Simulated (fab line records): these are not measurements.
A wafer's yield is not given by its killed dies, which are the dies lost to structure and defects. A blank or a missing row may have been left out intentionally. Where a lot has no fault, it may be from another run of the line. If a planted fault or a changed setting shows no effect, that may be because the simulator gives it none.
A struck lot beside a sound one -- flow gf180mcu -- 39 out of 602 route steps
Sound: these wafers, L869.2, L869.4, L869.5. Struck: wafer L868.4 (left out: L868.2, L868.5 of the same lot, which were not struck); the cause appears at the end.
At each step with rows: each side's tool, then ch and its chambers, then its first start. Under that, the readings that differ: sound wafers -- struck wafers -- difference of the means -- sigmas: that difference in standard deviations of wafers without a fault.
alike: a reading whose means differ by less than 2 such deviations, as well as words and numbers matching on both sides. not compared: withheld readings; readings where some wafer has no value; bounds like >300 that might hide an equal value; numbers whose values overlap and for which the record gives no deviation.
Wherever a step has rows on one side only, a row that says differs or no value, or a row with sigmas, the two part there. Numbers that don't overlap but have no deviation are shown without sigmas and don't part them. A reading missing from all wafers of one side parts the sides only when that side holds two or more wafers.

first, 4 steps without rows for these wafers: GF_M2_SOFTBAKE_10 (time 60 s); GF_M2_EXPOSE_11 (exposes mask Metal2, target cd 280 nm); GF_M2_PEB_12 (peb time 90 s); GF_M2_DEVELOP_13 (develop time 60 s).
GF_M2_CD_MEAS_14: target cd 280 nm.
  sound: cd-sem-01 at day 26 09:17; struck: cd-sem-01 at day 26 07:29
  alike: cd-nm
GF_M2_OVL_MEAS_15:
  sound: overlay-01 at day 26 09:23; struck: overlay-02 at day 26 07:35
  alike: M2_OVL
GF_M2_METAL_ETCH_16: etches the open film in Cl2/BCl3, stops on SiO2, target depth 750.8 nm, time 125.1 s.
  sound on rie-metal-03 ch 0,1, day 26 09:25; struck on rie-metal-04 ch 0, day 26 07:39
  alike: drypump-motor-current-A, oes-product-au, rf-fwd-power-W, throttle-valve-pct
  not compared: rf-hours-counter-h
GF_M2_STRIP_17: strips in O2/N2.
  sound on plasma-asher-01 ch 0,1, day 26 09:32; struck on plasma-asher-04 ch 0, day 26 07:52
  alike: drypump-motor-current-A, heater-power-w, oes-product-au, strip-time-to-endpoint-s
  not compared: rf-hours-counter-h
then, 3 steps without rows for these wafers: GF_M2_STRIP_18 (strips in post etch residue remover, time 1200 s); GF_M2_CLEAN_19 (cleans in DIW); GF_V2_CVD_00 (deposits SiO2, target thk 600 nm, time 100 s).
GF_V2_THK_MEAS_01:
  sound: film-metro-02 at day 26 10:10; struck: film-metro-01 at day 26 08:29
  alike: V2_CVD_00_THK
GF_V2_CVD_02: deposits SiO2 from TEOS, target thk 850 nm, time 94.851 s.
  sound on pecvd-02 ch 1,2, day 26 10:13; struck on pecvd-01 ch 2, day 26 08:32
reading,sound,struck,difference,sigmas
susceptor-temp-C (C),400.29 400.07 399.96,399.61,-0.50,-2
model.SiO2_of_V2_CVD_02.thk-nm (nm),849.3 857.7 861.3,520.9,-335.2,
  alike: heater-power-w, rf-fwd-power-W
  not compared: since-wet-clean-h
GF_V2_THK_MEAS_03:
  sound: film-metro-02 at day 26 10:17; struck: film-metro-02 at day 26 08:37
reading,sound,struck,difference,sigmas
V2_CVD_02_THK (nm),849 857 861,521,-335,-33
GF_V2_CMP_04: polishes SiO2.
  sound on cmp-01 ch 1,2, day 26 10:20; struck on cmp-02 ch 3, day 26 08:55
reading,sound,struck,difference,sigmas
motor-current-A (A),12.2 12.4 12.8,10.2,-2.3,-2
time-to-endpoint-s (s),83 90 89,43,-44,-9
  alike: slurry-flow-ml-min
GF_V2_BOW_MEAS_05:
  sound: film-metro-03 at day 26 10:40; struck: film-metro-01 at day 26 09:12
  alike: V2_BOW
then, 8 steps without rows for these wafers: GF_V2_DEHYDRATE_06 (time 60 s); GF_V2_HMDS_07 (prime time 60 s); GF_V2_COAT_08; GF_V2_COAT_09 (resist thk 1000 nm); GF_V2_SOFTBAKE_10 (time 60 s); GF_V2_EXPOSE_11 (exposes mask Via2, target cd 260 nm); GF_V2_PEB_12 (peb time 90 s); GF_V2_DEVELOP_13 (develop time 60 s).
GF_V2_CD_MEAS_14: target cd 260 nm.
  sound: cd-sem-01 at day 27 07:26; struck: cd-sem-01 at day 27 05:35
reading,sound,struck,difference,sigmas
cd-nm (nm),258.9 261.7 259.3,257.7,-2.3,-2
GF_V2_OVL_MEAS_15:
  sound: overlay-01 at day 27 07:33; struck: overlay-01 at day 27 05:42
  alike: V2_OVL
GF_V2_ETCH_16: etches BARC in N2/H2.
  sound on rie-diel-02 ch 1,2,3, day 27 07:35; struck on rie-diel-04 ch 0, day 27 05:44
  alike: drypump-motor-current-A, oes-product-au, rf-fwd-power-W, throttle-valve-pct
GF_V2_ETCH_17: etches SiO2 in C4F8/O2/Ar, stops on TiN, target depth 630 nm.
  sound: rie-diel-02 ch 1,2,3; struck: rie-diel-04 ch 0
reading,sound,struck,difference,sigmas
oes-product-au (a.u.),0.855 0.849 0.863,0.772,-0.084,-17
model.etch.depth-nm (nm),633.3 633.8 634.6,520.9,-113.0,
model.V2.feature-depth-nm (nm),633.3 633.8 634.6,520.9,-113.0,
  alike: rf-fwd-power-W
GF_V2_STRIP_18: strips in O2/N2.
  sound on plasma-asher-02 ch 0,1, day 27 07:43; struck on plasma-asher-03 ch 0, day 27 05:52
  alike: drypump-motor-current-A, heater-power-w, oes-product-au
  not compared: rf-hours-counter-h
then, 5 steps without rows for these wafers: GF_V2_STRIP_19 (strips in post etch residue remover, time 1200 s); GF_V2_CLEAN_20 (cleans in DIW); GF_V2_SPUTTER_21 (material Ti, target thk 15 nm, time 80.02 s); GF_V2_SPUTTER_22 (material TiN, target thk 10 nm, time 40 s); GF_V2_CVD_23 (deposits W, target thk 350 nm, time 104.94 s).
GF_V2_RS_MEAS_24: measures by four-point-probe.
  sound: film-metro-03 at day 27 08:31; struck: film-metro-03 at day 27 06:38
  alike: V2_W_RS
GF_V2_THK_MEAS_25: measures by xrf.
  sound: film-metro-03 at day 27 08:37; struck: film-metro-03 at day 27 06:44
  alike: V2_W_THK
GF_V2_CMP_26: polishes, stops on SiO2, t overpolish 15 s, target thk 0 nm.
  sound on cmp-01 ch 0,1,3, day 27 08:46; struck on cmp-01 ch 3, day 27 06:47
reading,sound,struck,difference,sigmas
model.SiO2_of_V2_CVD_02.thk-nm (nm),629.5 630 630.8,517.1,-113.0,
  alike: motor-current-A, overpolish-run-s, slurry-flow-ml-min, time-to-endpoint-s
GF_M3_SPUTTER_00: material Ti, target thk 37.5 nm, time 150 s.
  sound: pvd-sputter-01 at day 27 08:58; struck: pvd-sputter-03 at day 27 07:05
  alike: throttle-valve-pct
-- the record jumps here: 7 days lie between the struck wafers' starts before and after (it left off in module M3 and takes up again in module PASSIVATION, whose first step shown is number 602 of the route) --
GF_PASSIVATION_PROBE_99:
  sound: prober-01 at day 34 12:23; struck: prober-02 at day 34 10:47
reading,sound,struck,difference,sigmas
model.etest.met3-comb.leak-log10-a-um,-11.99 -11.96 -12,-7.153,+4.830,
  not compared: model.etest.via2-chain.rc-ohm

WHERE THEY PART
Last at GF_V2_ETCH_17 as far as this record goes, first at GF_V2_CVD_02. Later steps at which nothing parts them and some readings are alike: GF_V2_STRIP_18, GF_V2_RS_MEAS_24, GF_V2_THK_MEAS_25, GF_V2_CMP_26, GF_M3_SPUTTER_00.

WHY: the cause the simulator had injected
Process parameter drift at GF_V2_CVD_02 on pecvd-01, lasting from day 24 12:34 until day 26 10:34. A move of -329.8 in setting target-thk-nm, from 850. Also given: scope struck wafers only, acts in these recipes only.
